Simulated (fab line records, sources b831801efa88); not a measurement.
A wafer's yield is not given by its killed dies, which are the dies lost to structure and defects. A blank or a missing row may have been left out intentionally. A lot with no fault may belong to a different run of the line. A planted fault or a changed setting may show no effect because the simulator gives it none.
Which tool did it? :: flow gf180mcu :: 11 lots with 31 wafers sampled at 5 steps, on a route of 602 steps

## WHAT THE GAUGES READ, wafer by wafer
GF_STI_THK_MEAS_04.
lot: L822
measured: day 1 14:25
on: film metro-04
STI_CVD_03_THK (nm): 208.1 209.1 209.0

lot: L823
measured: day 1 19:40
on: film metro-02
STI_CVD_03_THK (nm): 206.2 207.9 207.9

lot: L824
measured: day 1 23:34
on: film metro-03
STI_CVD_03_THK (nm): 206.9 207.4 210.5

lot: L830
measured: day 3 05:35
on: film metro-04
STI_CVD_03_THK (nm): 210.2 210.7

lot: L831
measured: day 3 11:59
on: film metro-04
STI_CVD_03_THK (nm): 209.9 209.1 209.3

lot: L833
measured: day 3 20:48
on: film metro-04
STI_CVD_03_THK (nm): 208.0 207.3

lot: L834
measured: day 4 01:52
on: film metro-04
STI_CVD_03_THK (nm): 209.5 210.1 208.9

lot: L839
measured: day 5 04:35
on: film metro-02
STI_CVD_03_THK (nm): 209.5 207.3 208.8

lot: L840
measured: day 5 07:35
on: film metro-02
STI_CVD_03_THK (nm): 205.6 202.4 204.3

lot: L844
measured: day 6 03:35
on: film metro-02
STI_CVD_03_THK (nm): 205.7 208.8 207.7

lot: L845
measured: day 6 08:57
on: film metro-02
STI_CVD_03_THK (nm): 204.3 205.8 205.7

GF_VT_IMPLANT_TW_MEAS_32.
lot: L822
measured: day 6 21:40
on: film metro-01
VT_IMPLANT_3_TW: 268.9 266.3 268.3

lot: L823
measured: day 7 04:31
on: film metro-02
VT_IMPLANT_3_TW: 270.2 268.9 270.8

lot: L824
measured: day 7 10:25
on: film metro-01
VT_IMPLANT_3_TW: 266.2 266.6 265.2

lot: L830
measured: day 9 00:41
on: film metro-04
VT_IMPLANT_3_TW: 271.8

lot: L831
measured: day 9 11:29
on: film metro-01
VT_IMPLANT_3_TW: 267.4 267.4 267.2

lot: L833
measured: day 9 21:17
on: film metro-04
VT_IMPLANT_3_TW: 270.6 272.5

lot: L834
measured: day 10 04:01
on: film metro-02
VT_IMPLANT_3_TW: 268.8 267.5

lot: L839
measured: day 11 14:20
on: film metro-01
VT_IMPLANT_3_TW: 266.2 267.5 266.2

lot: L840
measured: day 11 18:14
on: film metro-02
VT_IMPLANT_3_TW: 269.0 267.7 268.2

lot: L844
measured: day 12 19:50
on: film metro-01
VT_IMPLANT_3_TW: 267.5 266.0 264.9

lot: L845
measured: day 13 06:37
on: film metro-04
VT_IMPLANT_3_TW: 271.6 274.9 273.0

## WHICH TOOL RAN EACH LOT (tool, then ch and the chambers of the sampled wafers, then the start)
lot: L822
GF_STI_ETCH_13: rie diel-04 ch 0,1,2, day 2 01:48
GF_STI_ETCH_14: rie si-01 ch 0,1, day 2 01:53
GF_STI_STRIP_15: plasma asher-01 ch 0,1, day 2 01:57

lot: L823
GF_STI_ETCH_13: rie diel-03 ch 0,2,3, day 2 07:18
GF_STI_ETCH_14: rie si-02 ch 0,1,2, day 2 07:23
GF_STI_STRIP_15: plasma asher-01 ch 0,1, day 2 07:27

lot: L824
GF_STI_ETCH_13: rie diel-04 ch 0,2,3, day 2 11:00
GF_STI_ETCH_14: rie si-02 ch 0,1, day 2 11:05
GF_STI_STRIP_15: plasma asher-04 ch 0, day 2 11:09

lot: L830
GF_STI_ETCH_13: rie diel-04 ch 1,3, day 3 18:12
GF_STI_ETCH_14: rie si-01 ch 2,3, day 3 18:16
GF_STI_STRIP_15: plasma asher-01 ch 0,1, day 3 18:23

lot: L831
GF_STI_ETCH_13: rie diel-01 ch 1,3, day 4 01:03
GF_STI_ETCH_14: rie si-01 ch 0,1, day 4 01:07
GF_STI_STRIP_15: plasma asher-04 ch 0,1, day 4 01:14

lot: L833
GF_STI_ETCH_13: rie diel-04 ch 0,2, day 4 10:24
GF_STI_ETCH_14: rie si-01 ch 2, day 4 10:29
GF_STI_STRIP_15: plasma asher-01 ch 0,1, day 4 10:35

lot: L834
GF_STI_ETCH_13: rie diel-04 ch 0,1,3, day 4 15:39
GF_STI_ETCH_14: rie si-02 ch 0,1,3, day 4 15:44
GF_STI_STRIP_15: plasma asher-02 ch 0,1, day 4 15:48

lot: L839
GF_STI_ETCH_13: rie diel-03 ch 0,1,3, day 5 19:17
GF_STI_ETCH_14: rie si-02 ch 2,3, day 5 19:22
GF_STI_STRIP_15: plasma asher-01 ch 0,1, day 5 19:28

lot: L840
GF_STI_ETCH_13: rie diel-01 ch 0,1, day 5 22:02
GF_STI_ETCH_14: rie si-02 ch 2,3, day 5 22:07
GF_STI_STRIP_15: plasma asher-04 ch 0,1, day 5 22:14

lot: L844
GF_STI_ETCH_13: rie diel-01 ch 1,2,3, day 6 18:38
GF_STI_ETCH_14: rie si-02 ch 0,1,2, day 6 18:43
GF_STI_STRIP_15: plasma asher-04 ch 0,1, day 6 18:50

lot: L845
GF_STI_ETCH_13: rie diel-01 ch 1,2, day 7 00:26
GF_STI_ETCH_14: rie si-02 ch 0,1,3, day 7 00:31
GF_STI_STRIP_15: plasma asher-04 ch 0,1, day 7 00:36
- GF_STI_ETCH_13: etches the open film in CHF3/O2, stops on Si, target depth 282.31 nm, time 112.9 s.
- GF_STI_ETCH_14: etches Si in HBr/Cl2/O2, target depth 360 nm, time 102.9 s.
- GF_STI_STRIP_15: strips in O2/N2.

## WHAT THE TOOLS THEMSELVES READ (means of the sampled wafers that have a number; where no wafer has one, the mark that the record gives instead)
GF_STI_ETCH_13.
lot: L822
tool: rie diel-04
chf3 flow sccm (sccm): 50.03
drypump motor current A (A): 5.9
oes product au (a.u.): 0.837
run length s (s): 140.8
throttle valve pct (%): 8.811

lot: L823
tool: rie diel-03
chf3 flow sccm (sccm): 50.01
drypump motor current A (A): 5.6
oes product au (a.u.): 0.833
run length s (s): 141.3
throttle valve pct (%): 8.813

lot: L824
tool: rie diel-04
chf3 flow sccm (sccm): 49.97
drypump motor current A (A): 5.7
oes product au (a.u.): 0.837
run length s (s): 141.2
throttle valve pct (%): 8.807

lot: L830
tool: rie diel-04
chf3 flow sccm (sccm): 50.04
drypump motor current A (A): 6.1
oes product au (a.u.): 0.916
run length s (s): 127.1
throttle valve pct (%): 8.832

lot: L831
tool: rie diel-01
chf3 flow sccm (sccm): 50.05
drypump motor current A (A): 6.4
oes product au (a.u.): 0.840
run length s (s): 140.9
throttle valve pct (%): 8.813

lot: L833
tool: rie diel-04
chf3 flow sccm (sccm): 49.98
drypump motor current A (A): 5.7
oes product au (a.u.): 0.996
run length s (s): 111.8
throttle valve pct (%): 8.845

lot: L834
tool: rie diel-04
chf3 flow sccm (sccm): 50.01
drypump motor current A (A): 5.9
oes product au (a.u.): 0.887
run length s (s): 131.6
throttle valve pct (%): 8.833

lot: L839
tool: rie diel-03
chf3 flow sccm (sccm): 50.14
drypump motor current A (A): 5.5
oes product au (a.u.): 0.834
run length s (s): 141.5
throttle valve pct (%): 8.803

lot: L840
tool: rie diel-01
chf3 flow sccm (sccm): 50.07
drypump motor current A (A): 5.5
oes product au (a.u.): 0.825
run length s (s): 141.0
throttle valve pct (%): 8.803

lot: L844
tool: rie diel-01
chf3 flow sccm (sccm): 49.98
drypump motor current A (A): 6.3
oes product au (a.u.): 0.834
run length s (s): 141.3
throttle valve pct (%): 8.820

lot: L845
tool: rie diel-01
chf3 flow sccm (sccm): 49.91
drypump motor current A (A): 6.5
oes product au (a.u.): 0.830
run length s (s): 141.1
throttle valve pct (%): 8.800

GF_STI_ETCH_14.
lot: L822
tool: rie si-01
drypump motor current A (A): 5.4
oes product au (a.u.): 0.997
run length s (s): 131.4
throttle valve pct (%): 25.655

lot: L823
tool: rie si-02
drypump motor current A (A): 5.6
oes product au (a.u.): 0.994
run length s (s): 131.1
throttle valve pct (%): 25.661

lot: L824
tool: rie si-02
drypump motor current A (A): 5.9
oes product au (a.u.): 0.993
run length s (s): 130.7
throttle valve pct (%): 25.670

lot: L830
tool: rie si-01
drypump motor current A (A): 6.2
oes product au (a.u.): 0.752
run length s (s): 131.6
throttle valve pct (%): 25.819

lot: L831
tool: rie si-01
drypump motor current A (A): 5.8
oes product au (a.u.): 1.002
run length s (s): 131.3
throttle valve pct (%): 25.652

lot: L833
tool: rie si-01
drypump motor current A (A): 5.5
oes product au (a.u.): 0.795
run length s (s): 131.4
throttle valve pct (%): 25.785

lot: L834
tool: rie si-02
drypump motor current A (A): 5.9
oes product au (a.u.): 0.838
run length s (s): 130.9
throttle valve pct (%): 25.757

lot: L839
tool: rie si-02
drypump motor current A (A): 6.0
oes product au (a.u.): 0.998
run length s (s): 131.4
throttle valve pct (%): 25.655

lot: L840
tool: rie si-02
drypump motor current A (A): 6.0
oes product au (a.u.): 0.987
run length s (s): 131.3
throttle valve pct (%): 25.659

lot: L844
tool: rie si-02
drypump motor current A (A): 5.6
oes product au (a.u.): 0.983
run length s (s): 130.9
throttle valve pct (%): 25.674

lot: L845
tool: rie si-02
drypump motor current A (A): 5.9
oes product au (a.u.): 0.986
run length s (s): 131.2
throttle valve pct (%): 25.660

GF_STI_STRIP_15.
lot: L822
tool: plasma asher-01
drypump motor current A (A): 6.1
heater power w (W): 355
n2 flow sccm (sccm): 300.0
oes product au (a.u.): 0.386
strip time to endpoint s (s): 3.76

lot: L823
tool: plasma asher-01
drypump motor current A (A): 6.1
heater power w (W): 353
n2 flow sccm (sccm): 299.2
oes product au (a.u.): 0.384
strip time to endpoint s (s): 3.71

lot: L824
tool: plasma asher-04
drypump motor current A (A): 5.7
heater power w (W): 335
n2 flow sccm (sccm): 300.4
oes product au (a.u.): 0.387
strip time to endpoint s (s): 3.71

lot: L830
tool: plasma asher-01
drypump motor current A (A): 6.1
heater power w (W): 353
n2 flow sccm (sccm): 300.5
oes product au (a.u.): 0.397
strip time to endpoint s (s): 4.04

lot: L831
tool: plasma asher-04
drypump motor current A (A): 5.3
heater power w (W): 341
n2 flow sccm (sccm): 300.5
oes product au (a.u.): 0.385
strip time to endpoint s (s): 3.74

lot: L833
tool: plasma asher-01
drypump motor current A (A): 6.1
heater power w (W): 355
n2 flow sccm (sccm): 299.8
oes product au (a.u.): 0.411
strip time to endpoint s (s): 4.34

lot: L834
tool: plasma asher-02
drypump motor current A (A): 6.2
heater power w (W): 345
n2 flow sccm (sccm): 300.0
oes product au (a.u.): 0.396
strip time to endpoint s (s): 3.98

lot: L839
tool: plasma asher-01
drypump motor current A (A): 6.1
heater power w (W): 353
n2 flow sccm (sccm): 299.9
oes product au (a.u.): 0.389
strip time to endpoint s (s): 3.73

lot: L840
tool: plasma asher-04
drypump motor current A (A): 5.3
heater power w (W): 344
n2 flow sccm (sccm): 300.6
oes product au (a.u.): 0.381
strip time to endpoint s (s): 3.76

lot: L844
tool: plasma asher-04
drypump motor current A (A): 5.5
heater power w (W): 333
n2 flow sccm (sccm): 299.8
oes product au (a.u.): 0.387
strip time to endpoint s (s): 3.76

lot: L845
tool: plasma asher-04
drypump motor current A (A): 5.3
heater power w (W): 341
n2 flow sccm (sccm): 300.5
oes product au (a.u.): 0.386
strip time to endpoint s (s): 3.73

## THE ANSWER, worked out from the rows above alone
Rule: the usual values come from the lots themselves. The widest of any qualifying gaps counts: lots, ordered by their means at a reading, are off when they make up no more than a third of the lots, leave a main group of 4 or more, and stand apart from it by 3 or more times the standard deviation of that group's means. If all means in a main group match to the digits the tables above print for the reading, that group is not used. Also off: a lot with no number at a reading for which 4 or more lots have one. The other lots that the step has rows for count as sound. First the gauges in route order, then the tools' own readings, where a lot's mean is used as printed above. The first step at which some lot is off is used, and at that step the reading that is off furthest; a lot without a number counts as furthest.
Off: L830, L833, L834 (GF_STI_ETCH_13, run length s). For the main group the mean is 141.1 s and the standard deviation 0.22.
If a tool, at that step or one of the process steps before it, ran each lot that is off and ran no sound lot following the first of them, it fits. One fits: rie diel-04 at GF_STI_ETCH_13. Its last sound lot is L824 (day 2 11:00), its first lot that is off L830 (day 3 18:12): a fault that began between those two fits.
The tool's own readings at GF_STI_ETCH_13 bear it out: on the lots that are off they differ by more than 5 times the standard deviation of the sound lots' means. oes product au reads 0.933 a.u. there against 0.834 a.u. on the sound lots; run length s reads 123.5 s there against 141.1 s on the sound lots.

## WHAT THE SIMULATOR HAD INSERTED
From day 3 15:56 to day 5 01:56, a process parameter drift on rie diel-04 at GF_STI_ETCH_13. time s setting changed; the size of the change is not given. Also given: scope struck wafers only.
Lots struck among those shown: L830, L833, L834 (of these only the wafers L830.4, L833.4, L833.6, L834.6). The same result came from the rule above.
